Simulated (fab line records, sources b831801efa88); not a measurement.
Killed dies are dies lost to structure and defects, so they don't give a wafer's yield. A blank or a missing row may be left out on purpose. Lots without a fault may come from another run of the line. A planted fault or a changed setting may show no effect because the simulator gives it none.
Which tool did it? | flow sfq_line | 14 lots, 41 wafers sampled, at 3 steps of a route of 325

WHAT THE GAUGES READ, wafer by wafer
SFQ_M1_RS_MEAS_909: measures by four-point-probe. Usual: M1_NB_RS 0.889 ohm/sq, standard deviation 0.0087.
lot  | measured     | on            | M1_NB_RS (ohm/sq) | flag
L518 | day 12 18:37 | film_metro-02 | 0.895 0.896 0.902 |
L520 | day 13 09:27 | film_metro-02 | 0.893 0.889 0.893 |
L521 | day 13 14:11 | film_metro-04 | 0.902 0.899 0.893 |
L522 | day 13 21:25 | film_metro-02 | 0.897 0.903 0.899 |
L523 | day 14 10:14 | film_metro-04 | 0.895 0.901 0.909 |
L524 | day 15 03:08 | film_metro-02 | 0.889 0.880 0.887 |
L529 | day 17 15:02 | film_metro-04 | 0.612 0.612       | OFF
L530 | day 17 18:37 | film_metro-02 | 0.614 0.617 0.618 | OFF
L531 | day 17 23:17 | film_metro-02 | 0.890 0.891 0.887 |
L535 | day 19 00:31 | film_metro-03 | 0.877 0.878 0.869 |
L537 | day 19 20:19 | film_metro-04 | 0.890 0.880 0.886 |
L538 | day 20 00:31 | film_metro-02 | 0.885 0.881 0.885 |
L539 | day 20 06:32 | film_metro-02 | 0.885 0.880 0.878 |
L541 | day 21 01:52 | film_metro-02 | 0.889 0.886 0.885 |

SFQ_M1_OVL_MEAS_911. Usual: M1_OVL -3 nm, standard deviation 6.
lot  | measured     | on         | M1_OVL (nm) | flag
L518 | day 17 04:12 | overlay-02 | -15 -9 -14  |
L520 | day 18 00:36 | overlay-01 | -1 1 9      |
L521 | day 18 06:35 | overlay-02 | -2 -7 2     |
L522 | day 18 18:36 | overlay-01 | 1 6 5       |
L523 | day 19 07:47 | overlay-01 | -1 -3 -1    |
L524 | day 20 03:00 | overlay-01 | 2 1 2       |
L529 | day 23 07:38 | overlay-01 | -3 -3       |
L530 | day 23 13:43 | overlay-01 | -5 -11 -8   |
L531 | day 23 18:25 | overlay-01 | -1 -3 -3    |
L535 | day 25 01:26 | overlay-01 | 1 1 -2      |
L537 | day 26 00:14 | overlay-01 | -7 0 -8     |
L538 | day 26 06:14 | overlay-02 | -7 -8 -16   |
L539 | day 26 14:48 | overlay-01 | -1 0 -4     |
L541 | day 27 11:12 | overlay-02 | -2 -12 -2   |

WHICH TOOL RAN EACH LOT (tool, then ch and the chambers of the sampled wafers, then the start)
lot  | SFQ_TRILAYER_M1_DEP_SPUTTER_037
L518 | pvd_sputter-06, day 12 18:30
L520 | pvd_sputter-03, day 13 09:19
L521 | pvd_sputter-03, day 13 14:06
L522 | pvd_sputter-04, day 13 21:18
L523 | pvd_sputter-06, day 14 10:09
L524 | pvd_sputter-06, day 15 03:02
L529 | pvd_sputter-04, day 17 14:50
L530 | pvd_sputter-04, day 17 18:25
L531 | pvd_sputter-03, day 17 23:11
L535 | pvd_sputter-06, day 19 00:23
L537 | pvd_sputter-03, day 19 20:12
L538 | pvd_sputter-06, day 20 00:23
L539 | pvd_sputter-06, day 20 06:25
L541 | pvd_sputter-04, day 21 01:46
- SFQ_TRILAYER_M1_DEP_SPUTTER_037: material Nb, target thk 200 nm, time 133.3 s.

WHAT THE TOOLS THEMSELVES READ (means of the sampled wafers that have a number; where no wafer has one, the mark that the record gives instead)
SFQ_TRILAYER_M1_DEP_SPUTTER_037. Usual: throttle_valve_pct 29.8 %, standard deviation 0.99.
lot  | tool           | throttle_valve_pct (%) | flag
L518 | pvd_sputter-06 | 30.0                   |
L520 | pvd_sputter-03 | 29.8                   |
L521 | pvd_sputter-03 | 29.6                   |
L522 | pvd_sputter-04 | 30.7                   |
L523 | pvd_sputter-06 | 29.2                   |
L524 | pvd_sputter-06 | 29.2                   |
L529 | pvd_sputter-04 | 30.8                   |
L530 | pvd_sputter-04 | 30.9                   |
L531 | pvd_sputter-03 | 30.1                   |
L535 | pvd_sputter-06 | 29.1                   |
L537 | pvd_sputter-03 | 29.8                   |
L538 | pvd_sputter-06 | 28.8                   |
L539 | pvd_sputter-06 | 28.5                   |
L541 | pvd_sputter-04 | 30.8                   |

THE ANSWER, worked out from the rows above alone
Rule: a lot is off if the mean of its wafers that have a number lies more than 3 standard deviations from the usual mean. A lot without any number at a reading at which 4 lots or more have one is off too. The other lots that the step has rows for count as sound. The gauges are gone through in route order, then the tools' own readings, and for those a lot's mean is taken as printed above. The first step at which some lot is off is used, and at that step the reading that is off furthest; a lot without a number counts as furthest.
Off: L529, L530, at SFQ_M1_RS_MEAS_909 (M1_NB_RS).
A tool fits if, at a process step before that reading, it ran every lot that is off, and no sound lot after the first of them. The gauges at SFQ_M1_RS_MEAS_909 are tried like those tools. None of those tried fits.

WHAT THE SIMULATOR HAD PUT IN
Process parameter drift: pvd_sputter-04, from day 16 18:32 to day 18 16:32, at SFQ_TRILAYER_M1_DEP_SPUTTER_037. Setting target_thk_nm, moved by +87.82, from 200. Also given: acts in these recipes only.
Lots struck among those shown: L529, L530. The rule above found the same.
